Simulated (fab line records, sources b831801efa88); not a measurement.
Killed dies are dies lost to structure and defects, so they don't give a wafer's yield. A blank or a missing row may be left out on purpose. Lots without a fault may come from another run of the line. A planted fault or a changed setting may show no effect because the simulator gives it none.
fab line records | flow sky130
record lots=6 wafers=18 last_day=50
route steps=708 shown POLY_GATE@236 LDD_N@237 PAD_OPEN@708
lots that met no fault: from a run of the same line without faults
start_h: hours from the record's first day to the start of the lot's first wafer shown | wait_h: hours since the lot's step before | " the same as in the row above | L1.1+2: a row that stands for several wafers | - no value, or no start given | * or withheld: withheld | < > ~ a bound
route shown NAME@n: a module of which the file shows steps, and the number in the route of the first | usual: mean/standard deviation of fault-free wafers | same: alike in all rows | chamber/n: place in a boat | sites: the reading at each site | _std_site: their standard deviation | _edge_site: outer sites' mean less inner sites' | radius_mm: how far each site lies from the wafer's centre | mask NAME#n: copy n | behind: the tool/chamber that last shaped the wafer | hold: why the lot was held/for how many hours/how that ended | device: the transistor (n, p or np) that didn't switch | end of line: the same wafers' tests at the end of the route | a step without rows: its recipe alone | killed: dies lost to structure and defects at the first sort, not the wafer's yield | map: a wafer's dies, x killed, . not, _ none there
set.NAME: the setting as run; set.NAME@STEP: as run at that earlier step | model.NAME: the simulator's own value behind a step, which no gauge read
lots at some steps of the route; a table a step, a row a wafer
services: from which hour (start_h, from the record's first day; less than 0 if before it) a tool's chamber was out of use, for how many hours, and why
## steps
# step SKY_POLY_GATE_CD_MEAS_22
# usual cd_nm=150/3.1
# columns lot.wafer tool chamber start_h wait_h cd_nm
L790.2 cd_sem-02 - 417.64 0.1 150
L790.3 " - " " 151
L790.4 " - " " 148
L800.2 cd_sem-01 - 485.31 0.1 152
L800.3 " - " " 147
L800.4 " - " " 150
L801.2 cd_sem-01 - 494.46 0.1 148
L801.3 " - " " 154
L801.6 " - " " 148
L803.1 cd_sem-01 - 521.82 0.1 153
L803.4 " - " " 147
L803.6 " - " " 148
L807.2 cd_sem-01 - 560.56 0.1 151
L807.3 " - " " 148
L807.4 " - " " 149
L809.2 cd_sem-01 - 567.62 0.1 150
L809.3 " - " " 149
L809.5 " - " " 151
# step SKY_LDD_N_DEHYDRATE_00
# recipe temp_c=200 time_s=60
# step SKY_LDD_N_HMDS_01
# recipe prime_time_s=60 prime_temp_c=120
# step SKY_LDD_N_COAT_02
# recipe resist=NOVOLAK spin_rpm=3000 resist_thk_nm=300
# step SKY_LDD_N_SOFTBAKE_03
# recipe temp_c=90 time_s=60 resist=NOVOLAK
# step SKY_LDD_N_EXPOSE_04
# recipe mask_id=NTM target_cd_nm=840 na=0.6 source_shape=conventional sigma_outer=0.6 dose_mj=110
# step SKY_LDD_N_PEB_05
# recipe temp_c=withheld time_s=* resist=NOVOLAK
# step SKY_LDD_N_DEVELOP_06
# recipe develop_time_s=60 dev_temp_c=23
# step SKY_LDD_N_OVL_MEAS_07
# usual LDD_N_OVL=1.0/1.4
# columns lot.wafer tool chamber start_h wait_h LDD_N_OVL[nm]
L790.2 overlay-02 - 448.05 0.1 1.9
L790.3 " - " " 1.8
L790.4 " - " " 2.1
L800.2 overlay-02 - 515.08 0.1 -2.4
L800.3 " - " " -0.8
L800.4 " - " " 1.0
L801.2 overlay-02 - 523.98 0.1 -0.2
L801.3 " - " " 0.9
L801.6 " - " " 0.8
L803.1 overlay-01 - 551.27 0.1 1.5
L803.4 " - " " -0.3
L803.6 " - " " 1.8
L807.2 overlay-02 - 589.93 0.1 0.5
L807.3 " - " " 2.4
L807.4 " - " " 2.0
L809.2 overlay-02 - 597.18 0.1 1.4
L809.3 " - " " 1.7
L809.5 " - " " 1.3
# step SKY_LDD_N_IMPLANT_08
# recipe species=As energy_kev=20 dose_cm2=7.5e+13 tilt_deg=withheld rotation_deg=23
# step SKY_LDD_N_IMPLANT_09
# recipe species=As energy_kev=20 dose_cm2=7.5e+13 tilt_deg=withheld rotation_deg=113
# step SKY_LDD_N_IMPLANT_10
# recipe species=As energy_kev=20 dose_cm2=7.5e+13 tilt_deg=withheld rotation_deg=203
# step SKY_LDD_N_IMPLANT_11
# recipe species=As energy_kev=20 dose_cm2=7.5e+13 tilt_deg=withheld rotation_deg=293
# usual dose_ions_cm2=7.502e+13/8.2e+10 faraday_current_uA=423/9.1
# columns lot.wafer tool chamber start_h wait_h dose_ions_cm2 faraday_current_uA
L790.2 implanter-01 0 448.56 0.1 7.513e+13 423
L790.3 " 0 " " 7.514e+13 414
L790.4 " 0 " " 7.507e+13 445
L800.2 implanter-04 0 515.59 0.1 5.715e+13 317
L800.3 " 0 " " 5.707e+13 325
L800.4 " 0 " " 5.703e+13 327
L801.2 implanter-04 0 524.49 0.1 5.71e+13 326
L801.3 " 0 " " 5.704e+13 331
L801.6 " 0 " " 5.693e+13 319
L803.1 implanter-01 0 551.76 0.1 7.524e+13 428
L803.4 " 0 " " 7.515e+13 423
L803.6 " 0 " " 7.513e+13 427
L807.2 implanter-04 0 590.44 0.1 7.507e+13 400
L807.3 " 0 " " 7.501e+13 432
L807.4 " 0 " " 7.499e+13 432
L809.2 implanter-01 0 597.69 0.1 7.499e+13 424
L809.3 " 0 " " 7.5e+13 425
L809.5 " 0 " " 7.489e+13 422
# step SKY_LDD_N_IMPLANT_12
# recipe species=BF2 energy_kev=50 dose_cm2=5e+12 tilt_deg=30 rotation_deg=0
# step SKY_LDD_N_IMPLANT_13
# recipe species=BF2 energy_kev=50 dose_cm2=5e+12 tilt_deg=30 rotation_deg=90
# step SKY_LDD_N_IMPLANT_14
# recipe species=BF2 energy_kev=50 dose_cm2=5e+12 tilt_deg=30 rotation_deg=180
# step SKY_LDD_N_IMPLANT_15
# recipe species=BF2 energy_kev=50 dose_cm2=5e+12 tilt_deg=30 rotation_deg=270
# step SKY_LDD_N_STRIP_16
# recipe chemistry=O2/N2 power_w=1400 pressure_mtorr=1500 platen_temp_c=withheld o2_flow_sccm=3000 n2_flow_sccm=300 overash_fraction=0.5
# usual drypump_motor_current_A=5.5/0.43 o2_flow_sccm=3000/9.4 oes_product_au=0.407/0.0045 strip_time_to_endpoint_s=4.317/0.014
# columns lot.wafer tool chamber start_h wait_h drypump_motor_current_A o2_flow_sccm oes_product_au rf_hours_counter_h strip_time_to_endpoint_s
L790.2 plasma_asher-01 1 449.28 0.1 5.3 2995 0.407 60 4.335
L790.3 " 1 " " 5.3 2985 0.417 - 4.318
L790.4 " 0 " " 6.0 3004 0.408 - 4.312
L800.2 plasma_asher-02 0 516.31 0.1 5.6 2998 0.398 92 4.250
L800.3 " 1 " " 5.2 3008 0.408 - 4.264
L800.4 " 0 " " 5.6 2987 0.405 - 4.270
L801.2 plasma_asher-01 0 525.21 0.1 6.0 2982 0.414 68 4.286
L801.3 " 1 " " 5.3 2994 0.397 - 4.276
L801.6 " 0 " " 6.0 3005 0.413 - 4.279
L803.1 plasma_asher-03 1 552.51 0.1 5.9 2995 0.413 10 4.321
L803.4 " 1 " " 5.9 2997 0.406 - 4.327
L803.6 " 1 " " 5.9 2994 0.406 - 4.322
L807.2 plasma_asher-03 1 591.16 0.1 5.9 2998 0.399 14 4.306
L807.3 " 0 " " 4.7 2988 0.409 - 4.321
L807.4 " 1 " " 5.9 3005 0.401 - 4.301
L809.2 plasma_asher-01 0 598.41 0.1 6.0 3013 0.408 75 4.328
L809.3 " 1 " " 5.3 2990 0.405 - 4.338
L809.5 " 1 " " 5.3 3004 0.411 - 4.326
# step SKY_LDD_N_TW_MEAS_17
# usual LDD_N_TW=2565/26
# columns lot.wafer tool chamber start_h wait_h LDD_N_TW
L790.2 film_metro-03 - 449.39 0.1 2530
L790.3 " - " " 2534
L790.4 " - " " 2536
L800.2 film_metro-02 - 516.42 0.1 2568
L800.3 " - " " 2557
L800.4 " - " " 2547
L801.2 film_metro-03 - 525.32 0.1 2508
L801.3 " - " " 2501
L801.6 " - " " 2511
L803.1 film_metro-04 - 552.61 0.1 2567
L803.4 " - " " 2565
L803.6 " - " " 2572
L807.2 film_metro-02 - 591.27 0.1 2589
L807.3 " - " " 2595
L807.4 " - " " 2616
L809.2 film_metro-04 - 598.52 0.1 2561
L809.3 " - " " 2582
L809.5 " - " " 2575
# step SKY_PAD_OPEN_PROBE_99
# usual killed_at_M0_to_M3=43/6.5 killed_at_M4_up=3.3/2 killed_at_contacts=24/5.2 killed_at_front_end=16/4.2 killed_at_other=0.3/0.6 killed_dies=87/9.3 killed_open=47/7.8 killed_short=39/6.2
# same gross_dies=492 killed_at_back_side=0
# columns lot.wafer tool chamber start_h wait_h killed_at_M0_to_M3 killed_at_M4_up killed_at_contacts killed_at_front_end killed_at_other killed_dies killed_open killed_short model.etest.tip_n.rs_ohm_sq
L790.2 prober-02 - 1105.63 0.1 41 1 29 14 0 85 52 33 441.6
L790.3 prober-02 - 1105.68 0.2 53 3 26 15 0 97 56 40 441.9
L790.4 prober-02 - 1105.73 0.2 40 6 19 12 0 77 49 28 444.3
L800.2 prober-01 - 1148.26 0.1 47 6 9 7 0 69 32 37 458.9
L800.3 prober-01 - 1148.31 0.2 34 4 21 10 1 70 41 28 457.1
L800.4 prober-01 - 1148.36 0.2 41 0 20 19 2 82 45 37 459.2
L801.2 prober-02 - 1150.39 0.1 51 4 29 12 0 96 40 56 463.4
L801.3 prober-02 - 1150.44 0.2 45 1 23 25 1 95 54 41 461.7
L801.6 prober-02 - 1150.59 0.2 38 4 23 17 0 82 36 45 459
L803.1 prober-02 - 1177.52 0.1 42 2 25 16 1 86 50 36 438.1
L803.4 prober-02 - 1177.67 0.2 55 5 18 11 0 89 43 46 440.9
L803.6 prober-02 - 1177.77 0.2 38 10 31 18 0 97 53 42 438.3
L807.2 prober-02 - 1190.57 0.1 42 2 28 11 0 83 52 30 442.5
L807.3 prober-02 - 1190.62 0.2 38 2 20 22 1 83 46 35 440.2
L807.4 prober-02 - 1190.67 0.2 49 2 29 20 1 101 53 48 444.7
L809.2 prober-02 - 1193.14 0.1 41 2 36 18 0 97 57 40 443.1
L809.3 prober-02 - 1193.19 0.2 45 4 17 20 0 86 47 39 442.8
L809.5 prober-02 - 1193.29 0.2 48 2 25 15 0 90 55 35 442.8
# killed by level:class
L790.2 CONTACT:geometric_particle:open=12 VIA3:geometric_particle:open=11 LI_CONTACT:geometric_particle:open=7 VIA1:geometric_particle:open=7 VIA2:geometric_particle:short=6 CONTACT:geometric_particle:short=5 VIA2:geometric_particle:open=4 FIELD_ISO:geometric_particle:open=3
L790.3 CONTACT:geometric_particle:open=12 VIA1:geometric_particle:open=12 VIA2:geometric_particle:open=10 METAL2:geometric_particle:short=7 METAL1:geometric_particle:short=6 FIELD_ISO:geometric_particle:open=4 LI_CONTACT:geometric_particle:open=4 CONTACT:geometric_particle:short=4
L790.4 VIA1:geometric_particle:open=8 VIA3:geometric_particle:open=8 CONTACT:geometric_particle:open=7 LI_CONTACT:geometric_particle:open=6 VIA2:geometric_particle:open=5 FIELD_ISO:geometric_particle:open=4 METAL1:geometric_particle:short=4 POLY_GATE:geometric_particle:short=3
L800.2 VIA1:geometric_particle:open=10 METAL1:geometric_particle:short=7 VIA2:geometric_particle:short=6 VIA2:geometric_particle:open=6 VIA1:geometric_particle:short=5 VIA3:geometric_particle:short=5 LI_CONTACT:geometric_particle:open=4 METAL4:geometric_particle:short=4
L800.3 CONTACT:geometric_particle:open=10 VIA1:geometric_particle:open=9 METAL1:geometric_particle:short=6 LI_CONTACT:geometric_particle:open=5 METAL2:geometric_particle:short=5 VIA2:geometric_particle:open=4 FIELD_ISO:geometric_particle:open=3 POLY_GATE:geometric_particle:open=3
L800.4 VIA1:geometric_particle:open=11 POLY_GATE:geometric_particle:open=7 CONTACT:geometric_particle:open=7 POLY_GATE:geometric_particle:short=6 LI_CONTACT:geometric_particle:open=5 METAL3:geometric_particle:short=4 LI_CONTACT:geometric_particle:short=4 METAL1:geometric_particle:short=4
L801.2 VIA1:geometric_particle:open=12 METAL2:geometric_particle:short=9 METAL1:geometric_particle:short=8 CONTACT:geometric_particle:open=7 VIA3:geometric_particle:open=7 LI_CONTACT:geometric_particle:open=7 CONTACT:geometric_particle:short=6 POLY_GATE:geometric_particle:short=5
L801.3 CONTACT:geometric_particle:open=9 VIA1:geometric_particle:open=9 POLY_GATE:geometric_particle:open=8 METAL1:geometric_particle:short=8 POLY_GATE:geometric_particle:short=7 LI_CONTACT:geometric_particle:open=7 VIA1:geometric_particle:short=5 VIA2:geometric_particle:open=5
L801.6 CONTACT:geometric_particle:open=9 VIA1:geometric_particle:short=8 FIELD_ISO:geometric_particle:short=7 VIA1:geometric_particle:open=7 METAL1:geometric_particle:short=6 LI_CONTACT:geometric_particle:open=5 VIA3:geometric_particle:open=5 METAL2:geometric_particle:short=5
L803.1 VIA1:geometric_particle:open=10 VIA3:geometric_particle:open=8 CONTACT:geometric_particle:open=7 CONTACT:geometric_particle:short=7 LI_CONTACT:geometric_particle:open=6 VIA1:geometric_particle:short=6 FIELD_ISO:geometric_particle:open=5 POLY_GATE:geometric_particle:short=5
L803.4 METAL2:geometric_particle:short=11 VIA1:geometric_particle:open=9 VIA2:geometric_particle:open=9 METAL1:geometric_particle:short=7 VIA1:geometric_particle:short=6 LOCAL_INTERCONNECT:geometric_particle:short=5 CONTACT:geometric_particle:open=5 FIELD_ISO:geometric_particle:short=4
L803.6 VIA1:geometric_particle:open=15 CONTACT:geometric_particle:open=10 LI_CONTACT:geometric_particle:open=9 METAL4:geometric_particle:short=8 POLY_GATE:geometric_particle:short=5 CONTACT:geometric_particle:short=5 POLY_GATE:geometric_particle:open=4 LOCAL_INTERCONNECT:geometric_particle:short=4
L807.2 CONTACT:geometric_particle:open=10 VIA2:geometric_particle:open=8 VIA1:geometric_particle:open=8 LI_CONTACT:geometric_particle:open=7 VIA3:geometric_particle:open=7 CONTACT:geometric_particle:short=5 VIA1:geometric_particle:short=5 METAL2:geometric_particle:short=5
L807.3 VIA1:geometric_particle:open=11 POLY_GATE:geometric_particle:short=7 POLY_GATE:geometric_particle:open=6 CONTACT:geometric_particle:open=6 VIA2:geometric_particle:open=5 LI_CONTACT:geometric_particle:open=5 CONTACT:geometric_particle:short=5 VIA3:geometric_particle:open=5
L807.4 VIA2:geometric_particle:open=8 LI_CONTACT:geometric_particle:open=7 CONTACT:geometric_particle:short=7 CONTACT:geometric_particle:open=7 VIA1:geometric_particle:open=7 POLY_GATE:geometric_particle:open=6 METAL2:geometric_particle:short=6 VIA3:geometric_particle:open=6
L809.2 LI_CONTACT:geometric_particle:open=13 CONTACT:geometric_particle:open=12 LOCAL_INTERCONNECT:geometric_particle:short=7 METAL1:geometric_particle:short=7 FIELD_ISO:geometric_particle:open=6 METAL2:geometric_particle:open=5 VIA3:geometric_particle:open=5 FIELD_ISO:geometric_particle:short=4
L809.3 VIA1:geometric_particle:open=9 CONTACT:geometric_particle:open=7 VIA1:geometric_particle:short=7 VIA2:geometric_particle:open=6 VIA3:geometric_particle:open=6 FIELD_ISO:geometric_particle:short=5 FIELD_ISO:geometric_particle:open=5 POLY_GATE:geometric_particle:open=5
L809.5 CONTACT:geometric_particle:open=12 VIA3:geometric_particle:open=9 VIA1:geometric_particle:open=8 FIELD_ISO:geometric_particle:open=6 LI_CONTACT:geometric_particle:open=6 VIA1:geometric_particle:short=6 VIA2:geometric_particle:open=6 METAL1:geometric_particle:short=5
## services
# columns tool chamber start_h hours kind
plasma_asher-02 - 434.87 0.5 repair
plasma_asher-03 - 440.96 9.0 pm
plasma_asher-03 0 440.96 9.0 vent_cycle
plasma_asher-03 1 440.96 9.0 vent_cycle
plasma_asher-03 0 449.96 - clean
plasma_asher-03 1 449.96 - clean
implanter-04 - 459.27 6.6 repair
plasma_asher-03 - 485.48 3.0 repair
implanter-04 - 525.77 9.0 repair
plasma_asher-01 - 528.85 9.4 repair
implanter-01 - 531.52 2.8 repair
plasma_asher-02 - 556.55 1.0 repair
implanter-04 - 569.35 4.8 pm
implanter-01 - 572.61 19.6 pm
implanter-01 - 592.19 1.0 repair
plasma_asher-01 - 593.20 0.7 repair
implanter-04 - 595.89 1.7 repair
## key
first_sign step=SKY_LDD_N_IMPLANT_11 reading=dose_ions_cm2 direction=down sigmas=99+ usual=* struck=*
effect step=SKY_LDD_N_IMPLANT_11 reading=faraday_current_uA direction=down sigmas=11 usual=423 struck=324
effect step=SKY_LDD_N_STRIP_16 reading=strip_time_to_endpoint_s direction=down sigmas=3.3 usual=* struck=*
model_effect step=SKY_PAD_OPEN_PROBE_99 value=etest.tip_n.rs_ohm_sq without=442.2 struck=459.9
met_at SKY_LDD_N_IMPLANT_11
struck_wafers L800.2,L800.3,L800.4,L801.2,L801.3,L801.6
tester_left_out L800,L801
fault kind=process_parameter_drift tool=implanter-04 chamber=- onset_h=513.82 steps=SKY_LDD_N_IMPLANT_11 channel=dose_cm2 offset=* shape=step end_h=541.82 acts_in=* stated=*
# tester_left_out: of these lots the tester's yield and bins aren't shown, on N5 and GAA mostly nor the transistor test; their killed dies are dies lost to structure and defects alone, not to doping, threshold or leakage, so they don't give the yield
